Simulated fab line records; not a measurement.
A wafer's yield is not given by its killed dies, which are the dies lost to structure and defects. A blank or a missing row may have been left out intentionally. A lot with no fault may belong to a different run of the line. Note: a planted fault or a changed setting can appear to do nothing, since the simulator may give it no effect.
Matching of chambers || flow gf180mcu || GF_V5_CMP_04 on cmp-01 has 4 sister chambers
The step polishes SiO2. 8 wafers are shown with their chamber, then 8 later ones without.

WAFERS, EACH WITH ITS CHAMBER
{"wafer": "L544.2", "chamber": 0, "motor-current-A (A)": 12.1, "platen-rpm (rpm)": 60.00}
{"wafer": "L544.3", "chamber": 3, "motor-current-A (A)": 12.6, "platen-rpm (rpm)": 59.98}
{"wafer": "L549.1", "chamber": 3, "motor-current-A (A)": 12.4, "platen-rpm (rpm)": 60.00}
{"wafer": "L549.5", "chamber": 0, "motor-current-A (A)": 11.7, "platen-rpm (rpm)": 60.02}
{"wafer": "L550.2", "chamber": 2, "motor-current-A (A)": 12.0, "platen-rpm (rpm)": 59.95}
{"wafer": "L550.5", "chamber": 1, "motor-current-A (A)": 12.1, "platen-rpm (rpm)": 60.04}
{"wafer": "L550.6", "chamber": 2, "motor-current-A (A)": 12.4, "platen-rpm (rpm)": 59.94}
{"wafer": "L554.2", "chamber": 1, "motor-current-A (A)": 12.7, "platen-rpm (rpm)": 60.00}

WAFERS WITHOUT THEIR CHAMBER
{"wafer": "L554.4", "motor-current-A (A)": 11.3, "platen-rpm (rpm)": 60.01}
{"wafer": "L554.5", "motor-current-A (A)": 12.8, "platen-rpm (rpm)": 60.00}
{"wafer": "L558.3", "motor-current-A (A)": 12.9, "platen-rpm (rpm)": 59.94}
{"wafer": "L558.4", "motor-current-A (A)": 11.2, "platen-rpm (rpm)": 60.01}
{"wafer": "L558.6", "motor-current-A (A)": 12.1, "platen-rpm (rpm)": 60.01}
{"wafer": "L561.1", "motor-current-A (A)": 11.9, "platen-rpm (rpm)": 60.00}
{"wafer": "L561.3", "motor-current-A (A)": 12.0, "platen-rpm (rpm)": 60.01}
{"wafer": "L561.6", "motor-current-A (A)": 12.4, "platen-rpm (rpm)": 60.00}

WHICH CHAMBER EACH ONE RAN IN
{"wafer": "L554.4", "from the rows above": "can't be placed: 0 or 1", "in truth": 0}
{"wafer": "L554.5", "from the rows above": "can't be placed: 3 or 1 or 0", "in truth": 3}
{"wafer": "L558.3", "from the rows above": "can't be placed: 2 or 3", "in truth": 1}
{"wafer": "L558.4", "from the rows above": "can't be placed: 0 or 1", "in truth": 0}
{"wafer": "L558.6", "from the rows above": "can't be placed: 0 or 1 or 3", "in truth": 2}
{"wafer": "L561.1", "from the rows above": "can't be placed: 0 or 1 or 3", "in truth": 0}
{"wafer": "L561.3", "from the rows above": "can't be placed: 0 or 1 or 3", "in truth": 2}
{"wafer": "L561.6", "from the rows above": "can't be placed: 3 or 1 or 0", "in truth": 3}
Placed correctly: 0 of 8. From these rows, 8 cannot be placed; in 5 the true chamber is one of the candidates. 0 placed wrongly.
How it was worked out, from the rows above alone: a wafer's distance from a chamber is the root of the sum, over the readings, of the square of ((its reading less the chamber's mean) divided by the reading's scatter). If the next closest chamber is less than 2 further off than the closest, the wafer can't be placed; otherwise it belongs to the closest. For every chamber, the mean is computed from those of its wafers that are shown. The scatter: the root of (the sum of the squares of (reading less its chamber's mean) over the shown wafers, divided by (wafers less chambers)).
